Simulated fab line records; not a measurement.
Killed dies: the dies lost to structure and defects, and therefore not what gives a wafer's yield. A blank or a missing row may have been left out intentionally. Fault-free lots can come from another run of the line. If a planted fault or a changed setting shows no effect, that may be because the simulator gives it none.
Problem report in the 8D (eight disciplines) form, filled by code	flow sky130	the parts of the form that need people (team, actions taken, sign-off) are left out

== 1. THE PROBLEM ==
At SKY_VIA2_ETCH_15, oes product au averages 0.988 a.u. over 6 wafers from 2 lots, while fault-free wafers read 0.940 a.u., standard deviation 0.0044. That is +11 standard deviations from the usual mean.
The step: etches SiO2 in C4F8/O2/Ar, stops on TiN, target depth 546 nm, time 84 s.
Earliest sighting: wafer L498.3 on rie diel-02 at day 40 13:50. The record holds 36 wafers of 12 lots with a number at this step. By rule, "out" or "out of limits" means more than 4 standard deviations away from the usual mean. The other wafers with a number count as sound.

== 2. WHAT IT IS AND WHAT IT IS NOT ==
question	is	is not
which readings at this step	oes product au	-
which lots	L498, L499	L484, L485, L487, L489, L491, L492, L493, L494, L503, L504
which wafers of those lots	all that have a number	-
read on which tools	rie diel-02, rie diel-04	rie diel-01
when	from day 40 13:50	up to then (24 sound wafers); but 6 sound wafers of L503, L504 came after

== 3. SUSPECTS, AND WHAT RULES EACH OUT ==
Counting: any tool at a process step up to the reading is kept as a suspect provided that every lot that is out went through it and no sound lot did after the first of them.
- cmp-01 at SKY_VIA2_CMP_02 (polishes SiO2): kept. Every lot that is out went through it, starting with L498 (day 39 12:53), and after that it ran no sound lot; the last sound lot it ran before then is L493 (day 38 08:22).
Left after counting: cmp-01 at SKY_VIA2_CMP_02.

== 4. THE CAUSE (what the simulator had put in) ==
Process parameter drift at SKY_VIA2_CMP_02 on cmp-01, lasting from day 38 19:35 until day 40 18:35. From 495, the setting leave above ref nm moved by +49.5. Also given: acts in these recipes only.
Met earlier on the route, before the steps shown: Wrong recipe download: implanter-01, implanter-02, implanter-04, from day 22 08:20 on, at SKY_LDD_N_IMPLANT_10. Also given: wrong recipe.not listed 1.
After counting, this tool was the only one left.

== 5. SEQUENCE OF EFFECTS, ordered by route ==
Rows list readings where the struck wafers' mean (over those with a number) sits beyond 3 standard deviations from the usual. Readings are gone through only where the record gives a usual standard deviation; hours: the median, over the lots, of the time from a lot's start at the first step in this table giving one to that lot's start at this step; sigmas: the change measured in usual standard deviations.
hours	step	reading	usual	on struck wafers	change	sigmas
0	SKY_VIA2_ETCH_15	oes product au	0.940 a.u.	0.988	+0.048	+11
Here are the process steps it includes:
- SKY_VIA2_ETCH_15: etches SiO2 in C4F8/O2/Ar, stops on TiN, target depth 546 nm, time 84 s.
Later measuring or inspecting steps at which every struck wafer that the step has a row for has a number for every such reading, and none has moved that far: SKY_CAPM_THK_MEAS_01, SKY_CAPM_OVL_MEAS_12.

== 6. HOW IT WOULD HAVE BEEN CAUGHT EARLIER ==
In this record no reading fell out of limits until day 40 13:50, 42 hours after the fault had begun at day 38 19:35.
An alarm limit of 4 standard deviations would not have fired on the tool readings at SKY_VIA2_CMP_02 for which the record gives a usual standard deviation, since none of them was out on any struck wafer.
Lots out: 2; all had begun SKY_VIA2_CMP_02 on cmp-01 by day 40 13:50. Had the tool been put on hold then, not one of them would have been saved.
